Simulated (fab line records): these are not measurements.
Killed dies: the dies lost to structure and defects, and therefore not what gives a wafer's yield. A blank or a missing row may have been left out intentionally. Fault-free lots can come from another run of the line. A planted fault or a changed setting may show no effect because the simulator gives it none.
A lot that was struck, set against a sound lot | flow sfq_line | 28 out of 325 route steps
Sound: these wafers, L292.3, L292.4, L292.6. Struck: wafer L288.5 (left out: L288.1, L288.2 of the same lot, which were not struck); the cause appears at the end.
Order at every step that has rows: each side's tool, ch and its chambers, its first start. Under that, the readings that differ: sound wafers | struck wafers | difference of the means | sigmas: that difference in standard deviations of wafers without a fault.
alike: a reading whose means differ by less than 2 such deviations, as well as words and numbers matching on both sides. not compared: withheld readings; readings where some wafer has no value; bounds like >300 that might hide an equal value; numbers whose values overlap and for which the record gives no deviation.
A row with sigmas, a row that says differs or no value, or rows on one side alone: a step with any of these is where the two part. Numbers that don't overlap but have no deviation are shown without sigmas and don't part them. A reading that every wafer of one side lacks parts them only if that side has two wafers or more.

first, 6 steps without rows for these wafers: SFQ_TRILAYER_M1_LITHO_COAT_044 (resist thk 62 nm); SFQ_TRILAYER_M1_LITHO_COAT_039 (resist thk 600 nm); SFQ_TRILAYER_M1_LITHO_SOFTBAKE_043; SFQ_TRILAYER_M1_LITHO_EXPOSE_040 (exposes mask M1, target cd 500 nm); SFQ_TRILAYER_M1_LITHO_PEB_042 (peb time 60 s); SFQ_TRILAYER_M1_LITHO_DEVELOP_041 (time 60 s).
SFQ_M1_OVL_MEAS_911:
  sound on overlay-01 at day 32 00:40; struck on overlay-02 at day 24 12:16
  alike: M1_OVL
SFQ_TRILAYER_M1_BARC_OPEN_METAL_ETCH_054: etches BARC in O2, target depth 125 nm, time 41.7 s.
  sound on rie_metal-04 ch 0,1, day 32 00:42; struck on rie_metal-01 ch 1, day 24 12:18
  alike: drypump_motor_current_A, he_backside_leak_sccm, oes_product_au
  not compared: rf_hours_counter_h
then, 1 step without rows for these wafers: SFQ_TRILAYER_M1_ETCH_METAL_ETCH_042 (etches Nb in Cl2/Ar, stops on SiO2, target depth 240 nm, time 120 s).
SFQ_TRILAYER_M1_STRIP_STRIP_043: strips in O2.
  sound on rie_metal-04 ch 0,1, day 32 01:04; struck on rie_metal-01 ch 1, day 24 12:29
  alike: drypump_motor_current_A, he_backside_leak_sccm, oes_product_au
  not compared: rf_hours_counter_h
then, 1 step without rows for these wafers: SFQ_TRILAYER_M1_STRIP_SOLV_CLEAN_044 (cleans in NMP, time 600 s).
SFQ_TRILAYER_I1_DEP_PECVD_045: deposits SiO2 from SiH4/N2O, time 111.11 s, target thk 500 nm.
  sound on pecvd-02 ch 0,1, day 32 01:38; struck on pecvd-03 ch 0, day 24 13:16
  alike: chamber_pressure_Torr, heater_power_outer_w, heater_power_w, throttle_valve_pct
SFQ_TRILAYER_I1_CMP_CMP_046: polishes SiO2.
  sound on cmp-01 ch 0,1,3, day 32 02:13; struck on cmp-02 ch 0, day 24 14:23
  reading                                             | sound             | struck | difference | sigmas
  model.SiO2_of_TRILAYER_I1_DEP_PECVD_045.thk_nm (nm) | 198.3 198.9 199.9 | 215.9  | +16.9      |
  alike: motor_current_A, slurry_filter_dp_kPa, time_to_endpoint_s
SFQ_I1_BOW_MEAS_912:
  sound on film_metro-02 at day 32 04:46; struck on film_metro-01 at day 24 16:23
  reading     | sound   | struck | difference | sigmas
  I1_BOW (um) | 11 17 3 | -13    | -23        | -3
SFQ_TRILAYER_I1_METRO_MEASURE_047:
  sound on film_metro-02 at day 32 05:14; struck on film_metro-01 at day 24 16:30
  reading     | sound             | struck | difference | sigmas
  thk_nm (nm) | 198.3 199.2 199.8 | 215.7  | +16.6      | +13
then, 6 steps without rows for these wafers: SFQ_TRILAYER_I1_VIA_LITHO_COAT_054 (resist thk 62 nm); SFQ_TRILAYER_I1_VIA_LITHO_COAT_049 (resist thk 650 nm); SFQ_TRILAYER_I1_VIA_LITHO_SOFTBAKE_053; SFQ_TRILAYER_I1_VIA_LITHO_EXPOSE_050 (exposes mask I1, target cd 500 nm); SFQ_TRILAYER_I1_VIA_LITHO_PEB_052 (peb time 60 s); SFQ_TRILAYER_I1_VIA_LITHO_DEVELOP_051 (time 60 s).
-- the record jumps here: 7 days lie between the struck wafers' starts before and after --
SFQ_I1_OVL_MEAS_913:
  sound on overlay-02 at day 32 08:18; struck on overlay-01 at day 31 05:27
  alike: I1_OVL
then, 1 step without rows for these wafers: SFQ_TRILAYER_I1_VIA_BARC_OPEN_VIA_ETCH_071 (etches BARC in O2, target depth 125 nm, time 41.7 s).
SFQ_TRILAYER_I1_VIA_ETCH_VIA_ETCH_052: etches SiO2 in CHF3, stops on Nb, target depth 260 nm.
  sound on rie_diel-02 ch 0,1, day 32 08:22; struck on rie_diel-04 ch 3, day 31 05:31
  reading                        | sound             | struck | difference | sigmas
  drypump_motor_current_A (A)    | 5.5 5.3 5.3       | 6.3    | +0.9       | +2
  oes_product_au (a.u.)          | 0.848 0.850 0.861 | 0.896  | +0.043     | +7
  model.etch.depth_nm (nm)       | 198.3 198.9 199.9 | 215.9  | +16.9      |
  model.I1.feature_depth_nm (nm) | 198.3 198.9 199.9 | 215.9  | +16.9      |
SFQ_TRILAYER_I1_VIA_STRIP_STRIP_053: strips in O2.
  sound on rie_metal-04 ch 0,1, day 32 08:41; struck on rie_metal-03 ch 0, day 31 05:38
  alike: drypump_motor_current_A, he_backside_leak_sccm, oes_product_au
  not compared: rf_hours_counter_h
then, 1 step without rows for these wafers: SFQ_TRILAYER_I1_VIA_STRIP_SOLV_CLEAN_054 (cleans in NMP, time 600 s).
SFQ_TRILAYER_M2_DEP_PRE_CLEAN_056: time 22.5 s.
  sound on pvd_sputter-06 at day 32 09:15; struck on pvd_sputter-04 at day 31 06:26
  reading                                             | sound             | struck | difference | sigmas
  model.SiO2_of_TRILAYER_I1_DEP_PECVD_045.thk_nm (nm) | 190.8 191.4 192.4 | 208.4  | +16.9      |
SFQ_TRILAYER_M2_DEP_SPUTTER_055: material Nb, target thk 200 nm, time 133.3 s.
  sound on pvd_sputter-06 at day 32 09:17; struck on pvd_sputter-04 at day 31 06:27
  alike: throttle_valve_pct

WHERE THEY PART
At SFQ_I1_BOW_MEAS_912 first; at SFQ_TRILAYER_I1_VIA_ETCH_VIA_ETCH_052 last (within this record only). Later steps at which nothing parts them and some readings are alike: SFQ_TRILAYER_I1_VIA_STRIP_STRIP_053, SFQ_TRILAYER_M2_DEP_SPUTTER_055.

WHY: the cause the simulator had injected
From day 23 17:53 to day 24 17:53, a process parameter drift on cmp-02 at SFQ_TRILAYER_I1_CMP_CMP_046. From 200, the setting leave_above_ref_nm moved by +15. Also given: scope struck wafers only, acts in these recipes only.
